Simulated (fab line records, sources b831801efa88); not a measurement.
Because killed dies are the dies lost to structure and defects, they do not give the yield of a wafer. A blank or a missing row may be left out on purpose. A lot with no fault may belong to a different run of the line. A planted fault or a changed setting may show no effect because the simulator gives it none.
What tool caused it?    flow sky130    12 lots, 34 wafers sampled, at 5 steps of a route of 708

WHAT THE GAUGES READ, wafer by wafer
SKY_VIA1_THK_MEAS_01. Usual: VIA1_HDPCVD_THK 1028 nm, standard deviation 10.
lot   measured      on            VIA1_HDPCVD_THK (nm)  flag
L356  day 31 12:47  filmMetro-04  1048 1044 1033        
L357  day 33 00:36  filmMetro-03  1012 1035 1037        
L361  day 34 17:25  filmMetro-03  1105 1014             OFF
L362  day 35 00:48  filmMetro-03  1133 1028 1032        OFF
L363  day 35 15:24  filmMetro-04  1124 1017             OFF
L372  day 38 14:04  filmMetro-03  1031 1030 1029        
L369  day 38 15:19  filmMetro-03  1029 1020 1009        
L368  day 38 22:01  filmMetro-02  1024 1011 1022        
L373  day 38 23:10  filmMetro-02  1036 1027 1030        
L375  day 39 00:31  filmMetro-03  1017 1026 1014        
L377  day 40 10:49  filmMetro-03  1042 1045 1046        
L378  day 40 14:10  filmMetro-03  1028 1048 1026        

SKY_VIA1_BOW_MEAS_03. Usual: VIA1_BOW 79 um, standard deviation 7.6.
lot   measured      on            VIA1_BOW (um)  flag
L356  day 31 13:09  filmMetro-04  80 83 94       
L357  day 33 00:58  filmMetro-03  75 75 76       
L361  day 34 17:46  filmMetro-03  80 73          
L362  day 35 01:10  filmMetro-02  75 70 81       
L363  day 35 15:46  filmMetro-02  75 67          
L372  day 38 14:25  filmMetro-02  78 80 77       
L369  day 38 15:41  filmMetro-02  80 76 79       
L368  day 38 22:23  filmMetro-03  87 76 87       
L373  day 38 23:33  filmMetro-02  74 58 75       
L375  day 39 01:05  filmMetro-04  79 78 79       
L377  day 40 11:11  filmMetro-02  83 78 86       
L378  day 40 14:32  filmMetro-02  78 73 81       

TOOL THAT RAN EACH LOT (tool first, then ch and the chambers of the sampled wafers, then the start)
lot   SKY_SD_N_STRIP_11                    SKY_LOCAL_INTERCONNECT_STRIP_15      SKY_VIA1_HDPCVD_00
L356  plasmaAsher-03 ch 0,1, day 26 09:59  plasmaAsher-04 ch 0,1, day 29 00:01  hdpcvd-01 ch 1,2, day 31 12:41
L357  plasmaAsher-04 ch 0,1, day 28 02:10  plasmaAsher-02 ch 0,1, day 30 14:14  hdpcvd-02 ch 0,1,2, day 33 00:29
L361  plasmaAsher-02 ch 0, day 30 03:07    plasmaAsher-02 ch 1, day 32 13:35    hdpcvd-02 ch 0,1, day 34 17:18
L362  plasmaAsher-03 ch 0,1, day 30 12:58  plasmaAsher-02 ch 0,1, day 32 22:20  hdpcvd-02 ch 0,1,2, day 35 00:41
L363  plasmaAsher-03 ch 1, day 31 02:40    plasmaAsher-04 ch 0,1, day 33 10:11  hdpcvd-02 ch 2, day 35 15:17
L372  plasmaAsher-03 ch 0,1, day 34 03:46  plasmaAsher-01 ch 0,1, day 36 11:02  hdpcvd-02 ch 0,2, day 38 13:57
L369  plasmaAsher-04 ch 0,1, day 34 04:52  plasmaAsher-02 ch 0, day 36 11:19    hdpcvd-01 ch 1,2, day 38 15:12
L368  plasmaAsher-04 ch 0, day 34 06:19    plasmaAsher-02 ch 0,1, day 36 12:53  hdpcvd-02 ch 0,2, day 38 21:54
L373  plasmaAsher-04 ch 0,1, day 34 07:23  plasmaAsher-02 ch 0,1, day 36 14:47  hdpcvd-01 ch 0,1,2, day 38 23:02
L375  plasmaAsher-04 ch 0,1, day 34 11:10  plasmaAsher-04 ch 0,1, day 36 17:19  hdpcvd-02 ch 1,2, day 39 00:21
L377  plasmaAsher-03 ch 0,1, day 35 21:34  plasmaAsher-01 ch 0,1, day 38 03:37  hdpcvd-02 ch 0,1, day 40 10:41
L378  plasmaAsher-03 ch 0,1, day 35 23:38  plasmaAsher-04 ch 0,1, day 38 06:11  hdpcvd-02 ch 0,2, day 40 14:04
- SKY_SD_N_STRIP_11: strips in O2/N2.
- SKY_LOCAL_INTERCONNECT_STRIP_15: strips in O2/N2.
- SKY_VIA1_HDPCVD_00: deposits SiO2, target thk 1030 nm, time 171.7 s.

AS READ BY THE TOOLS THEMSELVES (means over the sampled wafers that have a number; for cases with no such wafer, the mark the record gives instead)
SKY_SD_N_STRIP_11. Usual: drypumpMotorCurrentA 5.8 A, standard deviation 0.53; oesProductAu 0.527 a.u., standard deviation 0.0044; stripTimeToEndpointS 22.57 s, standard deviation 0.04.
lot   tool            drypumpMotorCurrentA (A)  oesProductAu (a.u.)  stripTimeToEndpointS (s)  flag
L356  plasmaAsher-03  5.6                       0.526                22.51                     
L357  plasmaAsher-04  5.5                       0.528                22.56                     
L361  plasmaAsher-02  6.4                       0.528                22.58                     
L362  plasmaAsher-03  5.5                       0.529                22.53                     
L363  plasmaAsher-03  5.3                       0.522                22.68                     
L372  plasmaAsher-03  5.5                       0.533                22.61                     
L369  plasmaAsher-04  5.4                       0.525                22.56                     
L368  plasmaAsher-04  6.3                       0.530                22.56                     
L373  plasmaAsher-04  5.9                       0.522                22.52                     
L375  plasmaAsher-04  5.5                       0.527                22.59                     
L377  plasmaAsher-03  5.6                       0.529                22.59                     
L378  plasmaAsher-03  5.5                       0.524                22.57                     

SKY_LOCAL_INTERCONNECT_STRIP_15. Usual: drypumpMotorCurrentA 5.9 A, standard deviation 0.48; oesProductAu 0.427 a.u., standard deviation 0.0045; stripTimeToEndpointS 4.721 s, standard deviation 0.016.
lot   tool            drypumpMotorCurrentA (A)  oesProductAu (a.u.)  stripTimeToEndpointS (s)  flag
L356  plasmaAsher-04  5.5                       0.427                4.729                     
L357  plasmaAsher-02  6.3                       0.427                4.723                     
L361  plasmaAsher-02  6.3                       0.426                4.716                     
L362  plasmaAsher-02  6.4                       0.428                4.743                     
L363  plasmaAsher-04  5.7                       0.424                4.704                     
L372  plasmaAsher-01  5.6                       0.424                4.736                     
L369  plasmaAsher-02  6.4                       0.427                4.719                     
L368  plasmaAsher-02  6.3                       0.426                4.692                     
L373  plasmaAsher-02  6.4                       0.424                4.725                     
L375  plasmaAsher-04  5.9                       0.431                4.734                     
L377  plasmaAsher-01  5.7                       0.427                4.706                     
L378  plasmaAsher-04  5.9                       0.425                4.734                     

SKY_VIA1_HDPCVD_00. Usual: runLengthS 199.8 s, standard deviation 0.59.
lot   tool       runLengthS (s)  flag
L356  hdpcvd-01  200.1           
L357  hdpcvd-02  199.8           
L361  hdpcvd-02  207.4           OFF
L362  hdpcvd-02  204.9           OFF
L363  hdpcvd-02  207.7           OFF
L372  hdpcvd-02  199.6           
L369  hdpcvd-01  199.9           
L368  hdpcvd-02  199.7           
L373  hdpcvd-01  200.0           
L375  hdpcvd-02  200.4           
L377  hdpcvd-02  199.6           
L378  hdpcvd-02  199.2           

THE ANSWER, worked out from the rows above alone
Rule: a lot is off if the mean of its wafers that have a number lies more than 3 standard deviations from the usual mean. A lot without any number at a reading at which 4 lots or more have one is off too. The other lots that the step has rows for count as sound. First the gauges in route order, then the tools' own readings, where a lot's mean is used as printed above. At the first step where some lot is off, the reading lying furthest off is the one used; lots without a number count as furthest.
Off: at SKY_VIA1_THK_MEAS_01 (VIA1_HDPCVD_THK), L361, L362, L363.
A tool fits if, at a process step before that reading, it ran every lot that is off, and no sound lot after the first of them. Not tried: the gauges at SKY_VIA1_THK_MEAS_01; whatever is off there is also off at SKY_VIA1_HDPCVD_00, on other tools, and gauge error can't account for it. No candidate that was tried fits.

WHAT THE SIMULATOR HAD PUT IN
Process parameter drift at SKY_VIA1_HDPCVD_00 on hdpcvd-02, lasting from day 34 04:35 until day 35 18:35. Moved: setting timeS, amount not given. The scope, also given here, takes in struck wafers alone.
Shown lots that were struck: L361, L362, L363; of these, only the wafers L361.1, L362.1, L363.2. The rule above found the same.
